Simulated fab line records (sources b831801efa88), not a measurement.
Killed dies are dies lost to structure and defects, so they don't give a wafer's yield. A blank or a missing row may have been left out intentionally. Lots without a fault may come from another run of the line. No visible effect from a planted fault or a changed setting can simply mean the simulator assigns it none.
Comparing a struck lot with a sound one ; flow gf180mcu ; 16 out of 602 route steps
Sound: these wafers, L778.1, L778.2, L778.4. Wafers struck: L787.1, L787.3, L787.4. Last of all comes the cause.
For every step that has rows: the tool of each side, followed by ch and its chambers, followed by its first start. Under that, the readings that differ: sound wafers ; struck wafers ; difference of the means ; sigmas: that difference in standard deviations of wafers without a fault.
alike: readings whose means differ by less than 2 such deviations, and words and numbers that are the same on both sides. not compared: withheld readings, readings that some wafer has no value for, bounds like >300 that may hide the same value, and numbers for which the record gives no deviation and whose values overlap.
A row with sigmas, a row that says differs or no value, or rows on one side alone: a step with any of these is where the two part. Numbers that have no deviation but don't overlap get no sigmas and don't part them. A reading missing from all wafers of one side parts the sides only when that side holds two or more wafers.

first, 3 steps without rows for these wafers: GF_V1_EXPOSE_11 (exposes mask Via1, target cd 260 nm); GF_V1_PEB_12 (peb time 90 s); GF_V1_DEVELOP_13 (develop time 60 s).
GF_V1_CD_MEAS_14: target cd 260 nm.
  sound: cd_sem-01 at day 20 06:28; struck: cd_sem-01 at day 23 10:02
  alike: cd_nm
GF_V1_OVL_MEAS_15:
  sound: overlay-02 at day 20 06:35; struck: overlay-02 at day 23 10:09
  alike: V1_OVL
GF_V1_ETCH_16: etches BARC in N2/H2.
  sound on rie_diel-03 ch 0,3, day 20 06:37; struck on rie_diel-02 ch 0,1,2, day 23 10:11
  alike: drypump_motor_current_A, oes_product_au, throttle_valve_pct
GF_V1_ETCH_17: etches SiO2 in C4F8/O2/Ar, stops on TiN, target depth 630 nm.
  sound: rie_diel-03 ch 0,3; struck: rie_diel-02 ch 0,1,2
  alike: oes_product_au
GF_V1_STRIP_18: strips in O2/N2.
  sound on plasma_asher-04 ch 0,1, day 20 06:45; struck on plasma_asher-04 ch 0,1, day 23 10:19
  alike: drypump_motor_current_A, heater_power_w, oes_product_au
  not compared: rf_hours_counter_h
then, 2 steps without rows for these wafers: GF_V1_STRIP_19 (strips in post etch residue remover, time 1200 s); GF_V1_CLEAN_20 (cleans in DIW).
GF_V1_SPUTTER_21: material Ti, target thk 15 nm, time 80.02 s.
  sound: pvd_sputter-04 at day 20 07:18; struck: pvd_sputter-01 at day 23 11:07
  alike: cathode_dc_power_W, substrate_temp_c, throttle_valve_pct
GF_V1_SPUTTER_22: material TiN, target thk 10 nm, time 40 s.
  sound: pvd_sputter-04 at day 20 07:22; struck: pvd_sputter-01 at day 23 11:11
  alike: cathode_dc_power_W, throttle_valve_pct
GF_V1_CVD_23: deposits W, target thk 350 nm, time 105.05 s.
  sound on cvd_w-01 ch 0,1, day 20 07:24; struck on cvd_w-02 ch 0,1, day 23 11:13
  no value came back on the struck wafers for chamber_pressure_Torr (Torr), heater_power_outer_w (W), heater_power_w (W), time_s (s); on the sound wafers chamber_pressure_Torr (Torr) reads 40.17 40.00 40.26
  not compared: since_wet_clean_h
GF_V1_RS_MEAS_24: measurement is done with a four-point probe.
  sound: film_metro-03 at day 20 07:31; struck: film_metro-03 at day 23 11:20
reading;sound;struck;difference;sigmas
V1_W_RS (ohm/sq);0.334 0.335 0.330;44.237 44.403 43.662;+43.768;+99 or more
GF_V1_THK_MEAS_25: measures by xrf.
  sound: film_metro-03 at day 20 07:38; struck: film_metro-03 at day 23 11:28
reading;sound;struck;difference;sigmas
V1_W_THK (nm);344 340 345;<0 <0 <0;differs;
GF_V1_CMP_26: polishes, stops on SiO2, t overpolish 15 s, target thk 0 nm.
  sound on cmp-02 ch 1,2,3, day 20 07:41; struck on cmp-02 ch 0,1,2, day 23 11:31
reading;sound;struck;difference;sigmas
time_to_endpoint_s (s);80 83 81;3 1 0;-80;-27
  alike: motor_current_A

== WHERE THEY PART ==
Last at GF_V1_CMP_26 as far as this record goes, first at GF_V1_CVD_23.

WHY: the cause the simulator had injected
At GF_V1_CVD_23, the step was skipped entirely on cvd_w-02 from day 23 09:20 on. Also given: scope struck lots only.
